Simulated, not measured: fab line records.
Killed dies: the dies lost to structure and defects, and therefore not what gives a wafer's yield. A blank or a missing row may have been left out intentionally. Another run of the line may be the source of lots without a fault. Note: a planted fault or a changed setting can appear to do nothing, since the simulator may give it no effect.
Which of the tools did it? :: flow gf180mcu :: Sampling: 6 lots, 18 wafers, 3 of 602 route steps

== WHAT THE GAUGES SHOWED, per wafer ==
GF_PSD_TW_MEAS_11.
lot: L832
measured: day 15 10:48
on: film metro-04
PSD_TW: 3169 3164 3145

lot: L834
measured: day 16 03:04
on: film metro-03
PSD_TW: 3192 3197 3193

lot: L840
measured: day 18 07:08
on: film metro-01
PSD_TW: 3621 3619 3622

lot: L847
measured: day 20 19:11
on: film metro-04
PSD_TW: 3171 3169 3176

lot: L849
measured: day 21 08:04
on: film metro-01
PSD_TW: 3219 3218 3212

lot: L851
measured: day 22 03:23
on: film metro-01
PSD_TW: 3177 3193 3184

== EACH LOT AND THE TOOL THAT RAN IT (in order: tool; ch and the chambers of the sampled wafers; start) ==
lot: L832
GF_PSD_IMPLANT_09: implanter-04 ch 0, day 15 10:35
GF_PSD_STRIP_10: plasma asher-02 ch 0,1, day 15 10:43

lot: L834
GF_PSD_IMPLANT_09: implanter-03 ch 0, day 16 02:49
GF_PSD_STRIP_10: plasma asher-02 ch 0,1, day 16 02:58

lot: L840
GF_PSD_IMPLANT_09: implanter-04 ch 0, day 18 06:31
GF_PSD_STRIP_10: plasma asher-03 ch 0,1, day 18 06:58

lot: L847
GF_PSD_IMPLANT_09: implanter-03 ch 0, day 20 18:57
GF_PSD_STRIP_10: plasma asher-03 ch 1, day 20 19:04

lot: L849
GF_PSD_IMPLANT_09: implanter-02 ch 0, day 21 07:49
GF_PSD_STRIP_10: plasma asher-04 ch 0,1, day 21 07:58

lot: L851
GF_PSD_IMPLANT_09: implanter-03 ch 0, day 22 03:09
GF_PSD_STRIP_10: plasma asher-02 ch 0,1, day 22 03:16
- GF_PSD_IMPLANT_09
- GF_PSD_STRIP_10: strips in O2/N2.

== THE ANSWER, worked out from the rows above alone ==
Rule: what is usual is taken from the lots themselves. Put in order of their means at a reading, lots are off if they are a third of the lots or fewer, leave a main group of 4 or more, and stand apart from it by a gap of 3 or more times the standard deviation of the main group's means; of several such gaps the widest counts. The tables above print the reading to a certain number of digits; a main group whose means all agree to those digits is not used. Also off: a lot with no number at a reading for which 4 or more lots have one. Any other lot the step has rows for is counted as sound.
Off: at GF_PSD_TW_MEAS_11 (PSD_TW), L840. The main group has a mean of 3185 with a standard deviation of 19.
A tool fits if, at a process step before that reading, it ran every lot that is off, and no sound lot after the first of them. Gauges at GF_PSD_TW_MEAS_11: tried the same way as those tools. One candidate fits, namely implanter-04 at GF_PSD_IMPLANT_09. A fault onset in the window from L832 (day 15 10:35, its last sound lot) to L840 (day 18 06:31, its first lot off) fits.

== WHAT WAS PUT IN BY THE SIMULATOR ==
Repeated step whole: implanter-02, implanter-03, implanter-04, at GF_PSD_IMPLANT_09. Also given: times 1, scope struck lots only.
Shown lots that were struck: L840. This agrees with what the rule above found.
